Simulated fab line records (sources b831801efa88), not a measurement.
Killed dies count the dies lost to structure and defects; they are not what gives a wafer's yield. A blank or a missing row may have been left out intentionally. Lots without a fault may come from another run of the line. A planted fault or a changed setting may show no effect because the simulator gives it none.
The tool behind it: which one?    flow gf180mcu    45 wafers from 15 lots sampled at 2 of the route's 602 steps

WHAT EACH GAUGE READ, for each wafer
GF_STI_THK_MEAS_24. Usual: STI_CVD_23_THK typically reads 646 nm, with standard deviation 5.4.
lot   measured     on             STI_CVD_23_THK (nm)  flag
L891  day 2 07:56  film metro-01  643 645 643          
L892  day 2 13:47  film metro-03  641 643 635          
L894  day 2 23:26  film metro-01  655 641 643          
L895  day 3 04:11  film metro-01  653 648 652          
L896  day 3 10:25  film metro-03  647 654 650          
L897  day 3 15:34  film metro-02  644 642 637          
L898  day 3 20:40  film metro-01  650 635 648          
L899  day 4 01:21  film metro-02  644 649 651          
L905  day 5 10:02  film metro-03  648 643 643          
L906  day 5 14:23  film metro-03  645 648 639          
L907  day 5 19:09  film metro-02  646 653 646          
L908  day 6 00:41  film metro-03  642 648 641          
L911  day 6 15:56  film metro-01  644 643 640          
L912  day 6 20:53  film metro-02  636 642 633          
L913  day 7 03:20  film metro-02  652 657 654          

GF_VT_IMPLANT_OVL_MEAS_18. Usual: VT_IMPLANT_01_OVL typically reads -0.1 nm, with standard deviation 1.3.
lot   measured      on          VT_IMPLANT_01_OVL (nm)  flag
L891  day 6 10:23   overlay-01  0.8 -0.7 -1.0           
L892  day 6 15:56   overlay-01  -3.2 -1.2 -2.7          
L894  day 7 04:38   overlay-02  0.2 1.7 1.7             
L895  day 7 10:41   overlay-01  0.8 0.4 -0.5            
L896  day 7 19:34   overlay-01  1.0 1.9 0.9             
L897  day 8 00:23   overlay-01  0.3 0.2 1.3             
L898  day 8 09:44   overlay-02  -3.2 -0.8 -2.5          
L899  day 8 14:03   overlay-02  1.2 -0.5 -0.4           
L905  day 10 04:43  overlay-02  1.6 1.2 1.7             
L906  day 10 10:43  overlay-01  0.4 -0.5 0.4            
L907  day 10 15:32  overlay-01  0.5 0.7 0.3             
L908  day 11 00:20  overlay-01  -0.6 0.1 -1.2           
L911  day 11 19:43  overlay-02  2.2 1.4 0.8             
L912  day 11 23:39  overlay-01  -3.2 -2.0 -1.3          
L913  day 12 08:08  overlay-01  3.2 1.4 1.2             

EACH LOT AND THE TOOL THAT RAN IT (in order: tool; ch and the chambers of the sampled wafers; start)
The record shows no process step preceding these readings.

AS READ BY THE TOOLS THEMSELVES (means over the sampled wafers that have a number; for cases with no such wafer, the mark the record gives instead)
The record holds no such reading with a usual standard deviation.

THE ANSWER, worked out from the rows above alone
Rule: a lot is off if the mean of its wafers that have a number lies more than 3 standard deviations from the usual mean. A lot without any number at a reading at which 4 lots or more have one is off too. Where the step has rows for the other lots, those lots are counted as sound. Order of review: gauges by route order, followed by the tools' own readings, for which a lot's mean as printed above is used. At the first step where some lot is off, the reading lying furthest off is the one used; lots without a number count as furthest.
Across all readings shown, no lot is off: no conclusion can be drawn from this.

WHAT THE SIMULATOR PUT IN
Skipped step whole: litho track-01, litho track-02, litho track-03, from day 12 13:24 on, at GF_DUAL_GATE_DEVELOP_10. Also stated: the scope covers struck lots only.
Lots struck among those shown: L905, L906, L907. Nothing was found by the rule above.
